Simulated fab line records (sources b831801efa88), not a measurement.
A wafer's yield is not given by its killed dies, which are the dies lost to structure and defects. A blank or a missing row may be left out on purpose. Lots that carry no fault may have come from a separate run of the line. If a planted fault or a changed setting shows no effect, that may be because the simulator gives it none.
What tool caused it?    flow sky130    Sampling: 13 lots, 39 wafers, 5 of 708 route steps

== WHAT THE GAUGES SHOWED, per wafer ==
SKY_VT_ADJUST_NCORE_TW_MEAS_11.
lot   measured      on            VT_ADJUST_NCORE_TW
L567  day 9 06:22   filmMetro-03  218.8 218.1 219.5
L569  day 9 12:06   filmMetro-02  213.1 214.5 213.9
L570  day 9 23:49   filmMetro-03  219.3 219.0 219.0
L571  day 10 00:11  filmMetro-03  219.7 219.2 219.1
L572  day 10 13:14  filmMetro-02  216.3 216.3 217.0
L574  day 10 14:49  filmMetro-04  219.8 220.6 220.4
L575  day 11 01:01  filmMetro-02  215.3 215.6 216.1
L581  day 12 18:50  filmMetro-02  170.6 168.5 169.2
L582  day 13 03:16  filmMetro-02  168.2 169.0 169.5
L584  day 13 12:37  filmMetro-02  216.4 216.2 214.9
L586  day 14 07:35  filmMetro-02  217.0 216.7 217.5
L587  day 14 10:34  filmMetro-03  219.5 219.8 218.6
L590  day 15 16:45  filmMetro-03  219.7 220.4 220.8

SKY_VT_ADJUST_HVTR_CD_MEAS_07: the cd target is 380 nm.
lot   measured      on        cdNm (nm)
L567  day 10 04:03  cdSem-02  378.7 380.1 380.6
L569  day 10 09:50  cdSem-02  377.8 377.6 374.8
L570  day 10 22:41  cdSem-02  378.6 383.4 380.8
L571  day 10 22:57  cdSem-02  378.9 376.8 378.5
L572  day 11 12:20  cdSem-02  382.0 384.2 381.9
L574  day 11 14:46  cdSem-01  377.7 380.0 381.6
L575  day 12 01:08  cdSem-02  383.1 381.5 380.6
L581  day 13 20:42  cdSem-02  380.9 382.2 384.0
L582  day 14 05:07  cdSem-02  383.3 380.3 381.4
L584  day 14 15:12  cdSem-01  382.7 382.5 383.0
L586  day 15 10:25  cdSem-01  375.2 374.4 376.0
L587  day 15 13:11  cdSem-02  377.6 378.2 380.7
L590  day 16 20:30  cdSem-01  382.2 380.4 383.4

SKY_VT_ADJUST_HVTR_TW_MEAS_11.
lot   measured      on            VT_ADJUST_HVTR_TW
L567  day 10 04:27  filmMetro-04  210.6 210.6 211.8
L569  day 10 10:14  filmMetro-04  211.4 211.0 212.1
L570  day 10 23:06  filmMetro-03  210.6 210.3 211.4
L571  day 10 23:21  filmMetro-04  210.4 211.6 210.8
L572  day 11 12:43  filmMetro-03  210.8 209.7 211.2
L574  day 11 15:10  filmMetro-04  211.8 211.5 211.2
L575  day 12 01:32  filmMetro-03  211.4 210.9 210.3
L581  day 13 21:06  filmMetro-04  211.8 210.7 212.7
L582  day 14 05:31  filmMetro-04  209.6 209.9 211.0
L584  day 14 15:37  filmMetro-04  210.1 209.5 207.9
L586  day 15 10:49  filmMetro-01  213.5 213.4 212.9
L587  day 15 13:35  filmMetro-01  214.5 213.2 214.4
L590  day 16 20:54  filmMetro-01  212.8 211.4 212.7

SKY_SONOS_TUNNEL_CD_MEAS_07: the cd target is 410 nm.
lot   measured      on        cdNm (nm)
L567  day 12 03:45  cdSem-02  409.0 408.0 408.7
L569  day 12 08:37  cdSem-01  411.4 414.7 413.2
L570  day 12 22:45  cdSem-01  412.7 413.0 411.8
L571  day 12 23:22  cdSem-01  415.6 414.1 414.6
L572  day 13 13:41  cdSem-02  410.2 409.1 409.9
L574  day 13 17:39  cdSem-01  410.0 409.0 411.1
L575  day 14 04:03  cdSem-01  410.9 411.2 411.9
L581  day 16 02:27  cdSem-02  412.1 412.8 411.1
L582  day 16 13:17  cdSem-01  411.7 407.5 411.2
L584  day 16 22:26  cdSem-02  411.9 411.2 412.8
L586  day 17 20:10  cdSem-01  408.2 409.1 408.4
L587  day 17 22:28  cdSem-02  406.7 407.8 406.4
L590  day 19 07:08  cdSem-01  408.8 410.3 408.8

== EACH LOT AND THE TOOL THAT RAN IT (in order: tool; ch and the chambers of the sampled wafers; start) ==
lot   SKY_VT_ADJUST_NCORE_IMPLANT_09
L567  implanter-01 ch 0, day 9 06:07
L569  implanter-03 ch 0, day 9 11:52
L570  implanter-03 ch 0, day 9 23:33
L571  implanter-04 ch 0, day 9 23:57
L572  implanter-01 ch 0, day 10 13:01
L574  implanter-04 ch 0, day 10 14:34
L575  implanter-01 ch 0, day 11 00:47
L581  implanter-01 ch 0, day 12 18:35
L582  implanter-01 ch 0, day 13 03:01
L584  implanter-03 ch 0, day 13 12:22
L586  implanter-04 ch 0, day 14 07:21
L587  implanter-04 ch 0, day 14 10:20
L590  implanter-04 ch 0, day 15 16:30
- SKY_VT_ADJUST_NCORE_IMPLANT_09

== WHAT THE TOOLS THEMSELVES READ (means of the sampled wafers that have a number; where no wafer has one, the mark that the record gives instead) ==
SKY_VT_ADJUST_NCORE_IMPLANT_09.
lot   tool          doseIonsCm2  faradayCurrentUA
L567  implanter-01  2.3953e+12   13.19
L569  implanter-03  2.3985e+12   13.35
L570  implanter-03  2.3975e+12   13.49
L571  implanter-04  2.3983e+12   13.48
L572  implanter-01  2.3963e+12   13.45
L574  implanter-04  2.3999e+12   13.60
L575  implanter-01  2.4011e+12   13.39
L581  implanter-01  1.0061e+12   5.67
L582  implanter-01  1.0054e+12   5.58
L584  implanter-03  2.3973e+12   13.77
L586  implanter-04  2.3996e+12   13.46
L587  implanter-04  2.4023e+12   13.45
L590  implanter-04  2.4030e+12   13.46

== THE ANSWER, worked out from the rows above alone ==
Rule: usual is defined by the lots themselves. Put in order of their means at a reading, lots are off if they are a third of the lots or fewer, leave a main group of 4 or more, and stand apart from it by a gap of 3 or more times the standard deviation of the main group's means; of several such gaps the widest counts. The tables above print the reading to a certain number of digits; a main group whose means all agree to those digits is not used. Also off: a lot with no number at a reading for which 4 or more lots have one. The other lots that the step has rows for count as sound. First the gauges in route order, then the tools' own readings, where a lot's mean is used as printed above. At the first step where some lot is off, the reading lying furthest off is the one used; lots without a number count as furthest.
Off: at SKY_VT_ADJUST_NCORE_TW_MEAS_11 (VT_ADJUST_NCORE_TW), L581, L582. The main group has a mean of 217.8 with a standard deviation of 2.
A tool fits if, at a process step before that reading, it ran every lot that is off, and no sound lot after the first of them. Not tried: the gauges at SKY_VT_ADJUST_NCORE_TW_MEAS_11; whatever is off there is also off at SKY_VT_ADJUST_NCORE_IMPLANT_09, on other tools, and gauge error can't account for it. One fits: implanter-01 at SKY_VT_ADJUST_NCORE_IMPLANT_09. Its last sound lot is L575 (day 11 00:47), its first lot that is off L581 (day 12 18:35): a fault that began between those two fits.
The tool's own readings at SKY_VT_ADJUST_NCORE_IMPLANT_09 bear it out: on the lots that are off they differ by more than 5 times the standard deviation of the sound lots' means. doseIonsCm2 reads 1.0058e+12 there against 2.3990e+12 on the sound lots; faradayCurrentUA reads 5.62 there against 13.46 on the sound lots.

== WHAT HAD BEEN PUT IN BY THE SIMULATOR ==
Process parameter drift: implanter-01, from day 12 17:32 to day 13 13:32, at SKY_VT_ADJUST_NCORE_IMPLANT_09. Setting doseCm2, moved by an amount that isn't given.
Lots struck among those shown: L581, L582. The rule given above showed the same thing.
